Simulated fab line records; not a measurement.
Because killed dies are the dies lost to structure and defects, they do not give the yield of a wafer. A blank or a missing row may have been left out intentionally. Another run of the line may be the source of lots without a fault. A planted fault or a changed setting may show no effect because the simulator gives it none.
Which tool is to blame?    flow sky130    Sampling: 24 lots, 72 wafers, 6 of 708 route steps

== WHAT THE GAUGES SHOWED, per wafer ==
SKY_CAP2M_RS_MEAS_03: measures by four-point-probe. Usual: CAP2M_TIN_RS gives 6.95 ohm/sq (standard deviation 0.066).
lot   measured      on            CAP2M_TIN_RS (ohm/sq)  flag
L074  day 39 12:31  filmMetro-02  6.95 6.91 7.00         
L075  day 40 00:06  filmMetro-03  6.97 6.98 6.98         
L076  day 40 05:37  filmMetro-01  6.96 6.96 6.92         
L077  day 40 08:34  filmMetro-02  6.93 6.99 6.95         
L078  day 41 00:53  filmMetro-01  6.92 6.89 6.95         
L079  day 41 13:26  filmMetro-01  7.09 7.04 7.06         
L081  day 41 21:49  filmMetro-02  6.95 6.87 6.97         
L080  day 42 00:28  filmMetro-02  6.93 6.96 6.97         
L082  day 42 04:03  filmMetro-01  6.89 6.85 6.92         
L083  day 42 12:50  filmMetro-02  6.91 6.91 6.89         
L085  day 43 16:20  filmMetro-01  7.02 7.01 7.08         
L086  day 43 19:29  filmMetro-02  6.97 6.97 7.05         
L084  day 43 20:49  filmMetro-02  7.06 7.04 6.98         
L087  day 43 22:05  filmMetro-03  7.00 7.07 7.04         
L088  day 43 22:33  filmMetro-03  6.86 6.92 6.83         
L089  day 44 00:30  filmMetro-02  6.94 6.96 6.94         
L090  day 44 04:58  filmMetro-03  6.93 6.93 6.94         
L091  day 44 15:32  filmMetro-02  6.89 6.91 6.93         
L092  day 45 10:05  filmMetro-02  6.97 6.92 6.99         
L093  day 45 12:37  filmMetro-02  6.89 6.95 6.87         
L094  day 45 15:24  filmMetro-02  6.91 6.89 6.96         
L095  day 45 19:28  filmMetro-03  6.92 6.88 6.92         
L096  day 46 01:53  filmMetro-02  6.87 6.87 6.90         
L097  day 46 02:18  filmMetro-01  7.05 7.08 7.00         

SKY_VIA4_BOW_MEAS_03. Usual: VIA4_BOW gives 77 um (standard deviation 8.8).
lot   measured      on            VIA4_BOW (um)  flag
L074  day 41 15:15  filmMetro-03  74 74 79       
L075  day 42 01:55  filmMetro-03  83 73 72       
L076  day 42 07:28  filmMetro-03  91 65 77       
L077  day 42 10:42  filmMetro-04  76 86 61       
L078  day 43 00:51  filmMetro-02  77 100 83      
L079  day 43 13:14  filmMetro-02  66 76 77       
L081  day 43 21:37  filmMetro-04  75 80 74       
L080  day 44 00:33  filmMetro-04  65 74 51       
L082  day 44 03:40  filmMetro-02  77 79 72       
L083  day 44 13:38  filmMetro-04  77 70 70       
L085  day 45 14:49  filmMetro-02  72 74 78       
L086  day 45 17:40  filmMetro-03  92 86 84       
L084  day 45 18:16  filmMetro-03  74 74 83       
L087  day 45 18:54  filmMetro-04  74 66 72       
L088  day 45 19:38  filmMetro-02  78 67 75       
L089  day 45 21:34  filmMetro-02  65 63 66       
L090  day 46 01:58  filmMetro-04  82 70 84       
L091  day 46 18:03  filmMetro-02  96 88 94       
L092  day 47 04:28  filmMetro-02  84 79 83       
L093  day 47 08:20  filmMetro-03  84 76 77       
L094  day 47 10:26  filmMetro-04  76 79 83       
L095  day 47 13:43  filmMetro-04  84 81 72       
L096  day 47 19:52  filmMetro-04  97 73 75       
L097  day 47 20:38  filmMetro-02  77 72 84       

SKY_VIA4_OVL_MEAS_11. Usual: VIA4_OVL gives 0.0 nm (standard deviation 1.4).
lot   measured      on          VIA4_OVL (nm)   flag
L074  day 42 14:31  overlay-01  1.0 -0.3 0.2    
L075  day 43 01:34  overlay-01  -0.8 -0.2 0.2   
L076  day 43 06:09  overlay-01  0.7 -1.3 -0.2   
L077  day 43 09:30  overlay-02  -1.4 -0.8 1.5   
L078  day 43 23:58  overlay-02  -0.6 -0.2 0.2   
L079  day 44 11:58  overlay-01  0.4 1.2 1.8     
L081  day 44 19:52  overlay-01  -1.3 -1.1 -1.9  
L080  day 44 21:46  overlay-02  -0.4 -1.2 -3.2  
L082  day 45 01:43  overlay-02  -0.4 1.5 0.4    
L083  day 45 21:34  overlay-02  -0.3 0.1 -1.0   
L085  day 46 11:16  overlay-01  0.6 0.0 1.7     
L086  day 46 13:30  overlay-01  0.3 -1.5 -1.8   
L084  day 46 14:44  overlay-02  -1.1 -1.7 -0.5  
L087  day 46 15:27  overlay-02  -2.9 -1.3 1.2   
L088  day 46 16:04  overlay-01  -1.0 0.6 0.6    
L089  day 46 18:09  overlay-02  -0.7 3.2 2.5    
L090  day 46 22:18  overlay-02  -1.5 -1.8 0.4   
L091  day 47 13:46  overlay-01  2.4 2.5 1.5     
L092  day 47 23:46  overlay-02  0.1 0.6 0.5     
L093  day 48 03:21  overlay-01  1.0 1.0 -0.1    
L094  day 48 04:49  overlay-02  -0.2 -0.3 -0.4  
L095  day 48 09:03  overlay-02  3.2 2.4 1.7     
L096  day 48 15:31  overlay-01  -0.9 -0.2 -0.9  
L097  day 48 15:46  overlay-01  -1.8 -2.1 -2.4  

SKY_METAL5_THK_MEAS_06: measures by xrf. Usual: METAL5_ALCU_THK gives 1167 nm (standard deviation 13).
lot   measured      on            METAL5_ALCU_THK (nm)  flag
L074  day 42 16:14  filmMetro-01  1153 1156 1163        
L075  day 43 03:29  filmMetro-02  1183 1173 1179        
L076  day 43 08:08  filmMetro-04  1201 1193 1187        
L077  day 43 11:19  filmMetro-01  1141 1155 1159        
L078  day 44 01:40  filmMetro-02  1163 1149 1175        
L079  day 44 13:44  filmMetro-02  1179 1174 1167        
L081  day 44 21:35  filmMetro-02  1170 1156 1169        
L080  day 44 23:31  filmMetro-04  1196 1178 1179        
L082  day 45 03:23  filmMetro-02  1171 1153 1168        
L083  day 45 23:16  filmMetro-02  1159 1156 1159        
L085  day 46 13:23  filmMetro-04  1160 1156 1162        
L086  day 46 15:52  filmMetro-02  1176 1172 1188        
L084  day 46 16:52  filmMetro-01  1173 1176 1176        
L087  day 46 17:58  filmMetro-02  1151 1165 1157        
L088  day 46 18:02  filmMetro-01  1146 1143 1153        
L089  day 46 20:49  filmMetro-01  1170 1166 1169        
L090  day 47 00:07  filmMetro-02  1172 1164 1168        
L091  day 47 15:35  filmMetro-02  1163 1153 1170        
L092  day 48 01:28  filmMetro-01  1182 1186 1178        
L093  day 48 05:13  filmMetro-02  1186 1179 1173        
L094  day 48 06:31  filmMetro-01  1156 1170 1163        
L095  day 48 10:44  filmMetro-01  1140 1156 1130        
L096  day 48 17:19  filmMetro-01  1155 1154 1165        
L097  day 48 17:33  filmMetro-04  1170 1168 1171        

== WHICH TOOL RAN EACH LOT (tool, then ch and the chambers of the sampled wafers, then the start) ==
lot   SKY_METAL4_SPUTTER_03        SKY_CAP2M_SPUTTER_02
L074  pvdSputter-02, day 39 12:14  pvdSputter-01, day 39 12:23
L075  pvdSputter-03, day 39 23:50  pvdSputter-01, day 39 23:59
L076  pvdSputter-03, day 40 05:22  pvdSputter-02, day 40 05:31
L077  pvdSputter-03, day 40 08:19  pvdSputter-02, day 40 08:28
L078  pvdSputter-04, day 41 00:35  pvdSputter-02, day 41 00:44
L079  pvdSputter-03, day 41 13:10  pvdSputter-01, day 41 13:20
L081  pvdSputter-04, day 41 21:32  pvdSputter-02, day 41 21:41
L080  pvdSputter-04, day 42 00:09  pvdSputter-01, day 42 00:20
L082  pvdSputter-03, day 42 03:47  pvdSputter-01, day 42 03:56
L083  pvdSputter-02, day 42 12:33  pvdSputter-01, day 42 12:42
L085  pvdSputter-03, day 43 16:04  pvdSputter-01, day 43 16:13
L086  pvdSputter-03, day 43 19:13  pvdSputter-01, day 43 19:23
L084  pvdSputter-03, day 43 20:30  pvdSputter-01, day 43 20:38
L087  pvdSputter-03, day 43 21:49  pvdSputter-01, day 43 21:58
L088  pvdSputter-02, day 43 22:16  pvdSputter-03, day 43 22:25
L089  pvdSputter-03, day 44 00:14  pvdSputter-02, day 44 00:23
L090  pvdSputter-02, day 44 04:43  pvdSputter-03, day 44 04:52
L091  pvdSputter-03, day 44 15:15  pvdSputter-01, day 44 15:24
L092  pvdSputter-04, day 45 09:47  pvdSputter-02, day 45 09:56
L093  pvdSputter-02, day 45 12:21  pvdSputter-01, day 45 12:30
L094  pvdSputter-04, day 45 15:06  pvdSputter-01, day 45 15:15
L095  pvdSputter-04, day 45 19:12  pvdSputter-02, day 45 19:21
L096  pvdSputter-02, day 46 01:36  pvdSputter-01, day 46 01:45
L097  pvdSputter-04, day 46 02:01  pvdSputter-02, day 46 02:10
- SKY_METAL4_SPUTTER_03: material Ti, target thk 5 nm, time 3.3 s.
- SKY_CAP2M_SPUTTER_02: material TiN, target thk 200 nm, time 166.7 s.

== WHAT THE TOOLS THEMSELVES READ (means of the sampled wafers that have a number; where no wafer has one, the mark that the record gives instead) ==
SKY_METAL4_SPUTTER_03. Usual: throttleValvePct at 30.3 %, with a standard deviation of 0.86.
lot   tool           throttleValvePct (%)  flag
L074  pvdSputter-02  29.9                  
L075  pvdSputter-03  30.2                  
L076  pvdSputter-03  30.7                  
L077  pvdSputter-03  29.9                  
L078  pvdSputter-04  30.8                  
L079  pvdSputter-03  30.4                  
L081  pvdSputter-04  30.3                  
L080  pvdSputter-04  29.9                  
L082  pvdSputter-03  30.2                  
L083  pvdSputter-02  30.0                  
L085  pvdSputter-03  29.5                  
L086  pvdSputter-03  30.4                  
L084  pvdSputter-03  29.9                  
L087  pvdSputter-03  29.6                  
L088  pvdSputter-02  30.0                  
L089  pvdSputter-03  30.2                  
L090  pvdSputter-02  30.7                  
L091  pvdSputter-03  30.4                  
L092  pvdSputter-04  29.0                  
L093  pvdSputter-02  30.8                  
L094  pvdSputter-04  30.8                  
L095  pvdSputter-04  30.8                  
L096  pvdSputter-02  30.5                  
L097  pvdSputter-04  31.0                  

SKY_CAP2M_SPUTTER_02. Usual: throttleValvePct at 30.4 %, with a standard deviation of 0.76.
lot   tool           throttleValvePct (%)  flag
L074  pvdSputter-01  30.5                  
L075  pvdSputter-01  30.6                  
L076  pvdSputter-02  29.9                  
L077  pvdSputter-02  30.3                  
L078  pvdSputter-02  31.1                  
L079  pvdSputter-01  30.0                  
L081  pvdSputter-02  31.1                  
L080  pvdSputter-01  30.0                  
L082  pvdSputter-01  30.0                  
L083  pvdSputter-01  30.4                  
L085  pvdSputter-01  30.4                  
L086  pvdSputter-01  30.1                  
L084  pvdSputter-01  30.1                  
L087  pvdSputter-01  30.1                  
L088  pvdSputter-03  29.8                  
L089  pvdSputter-02  30.0                  
L090  pvdSputter-03  29.7                  
L091  pvdSputter-01  30.0                  
L092  pvdSputter-02  30.1                  
L093  pvdSputter-01  30.3                  
L094  pvdSputter-01  30.5                  
L095  pvdSputter-02  31.1                  
L096  pvdSputter-01  30.3                  
L097  pvdSputter-02  31.0                  

== THE ANSWER, worked out from the rows above alone ==
Rule: lot off if the mean of its wafers having a number is beyond 3 standard deviations from the usual mean. A lot without any number at a reading at which 4 lots or more have one is off too. Any other lot the step has rows for is counted as sound. Order of review: gauges by route order, followed by the tools' own readings, for which a lot's mean as printed above is used. At the first step where some lot is off, the reading lying furthest off is the one used; lots without a number count as furthest.
Nothing can be told from this: no lot is off at any reading shown.

== WHAT THE SIMULATOR HAD INSERTED ==
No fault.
